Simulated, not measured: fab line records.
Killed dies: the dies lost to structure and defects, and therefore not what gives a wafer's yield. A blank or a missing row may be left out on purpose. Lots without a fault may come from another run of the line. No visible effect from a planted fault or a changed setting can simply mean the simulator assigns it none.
Problem report in the 8D (eight disciplines) form, filled by code || flow sky130 || the parts of the form that need people (team, actions taken, sign-off) are left out

## 1. PROBLEM STATEMENT
NWELL_2_TW at SKY_NWELL_TW_MEAS_26 reads a mean of 864 on 6 wafers of 2 lots; wafers without a fault read 492 with a standard deviation of 4.9. That is +76 standard deviations from the usual mean.
First seen on wafer L264.2, day 9 06:06, on film metro-04. The record holds 36 wafers of 12 lots with a number at this step. Rule for "out" (also "out of limits"): further than 4 standard deviations from the usual mean. All remaining wafers that have a number are taken as sound.

## 2. WHAT IT IS AND WHAT IT IS NOT
{"question": "which readings at this step", "is": "NWELL_2_TW", "is not": "-"}
{"question": "which lots", "is": "L264, L266", "is not": "L250, L251, L254, L255, L256, L257, L258, L259, L262, L270"}
{"question": "which wafers of those lots", "is": "all that have a number", "is not": "-"}
{"question": "read on which gauges", "is": "film metro-01, film metro-04", "is not": "film metro-02"}
{"question": "when", "is": "from day 9 06:06", "is not": "up to then (27 sound wafers); but 3 sound wafers of L270 came after"}

## 3. THE SUSPECTS, EACH WITH WHAT RULES IT OUT
Counting: any tool at a process step up to the reading is kept as a suspect provided that every lot that is out went through it and no sound lot did after the first of them.
- ruled out: the gauge at SKY_NWELL_TW_MEAS_26. Those wafers that are out were read across 2 gauges (film metro-01, film metro-04).
- implanter-02 at SKY_NWELL_IMPLANT_24: kept. It ran every lot that is out, first L264 (day 9 05:52), and no sound lot after that; its last sound lot up to then is L262 (day 8 17:56). Its own dose ions cm2, faraday current uA readings are out on those wafers.
The count leaves implanter-02 at SKY_NWELL_IMPLANT_24.

## 4. THE CAUSE (what the simulator had put in)
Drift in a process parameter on implanter-02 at SKY_NWELL_IMPLANT_24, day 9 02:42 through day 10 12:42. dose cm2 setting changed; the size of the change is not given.
This tool alone remained once counting was done.

## 5. THE CHAIN OF EFFECTS, in route order
One row per reading whose mean, taken over the struck wafers that have a number, lies over 3 standard deviations from the usual. Scope: only readings with a usual standard deviation given in the record; hours: median across lots of the time from each lot's start at the first step in this table that gives one to its start at this step; sigmas: change in usual standard deviations.
{"hours": 0, "step": "SKY_NWELL_IMPLANT_24", "reading": "dose ions cm2", "usual": 9.2e+12, "on struck wafers": 5.6e+13, "change": "+4.7e+13", "sigmas": "+99 or more"}
{"hours": 0, "step": "SKY_NWELL_IMPLANT_24", "reading": "faraday current uA", "usual": 52.0, "on struck wafers": 317.7, "change": "+265.7", "sigmas": "+99 or more"}
{"hours": 0, "step": "SKY_NWELL_TW_MEAS_26", "reading": "NWELL_2_TW", "usual": 492, "on struck wafers": 864, "change": "+372", "sigmas": "+76"}
The process steps in it:
- SKY_NWELL_IMPLANT_24
At these later measuring or inspecting steps, every struck wafer for which the step has a row has a number for every such reading, and none has moved that far: SKY_NWELL_RS_MEAS_31, SKY_VT_ADJUST_HVTP_CD_MEAS_07.

## 6. HOW IT WOULD HAVE BEEN CAUGHT EARLIER
In this record the first reading out of limits at a measuring or inspecting step was taken at day 9 06:06, 3 hours after the fault began at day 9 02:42.
Tool's own readings at SKY_NWELL_IMPLANT_24, dose ions cm2, faraday current uA: out on all struck wafers the step has rows for; an alarm limit on them would have tripped on the first.
Among the 2 lots that are out, L266 began SKY_NWELL_IMPLANT_24 on implanter-02 after day 9 06:06. A tool hold placed at that time would have kept it from harm.
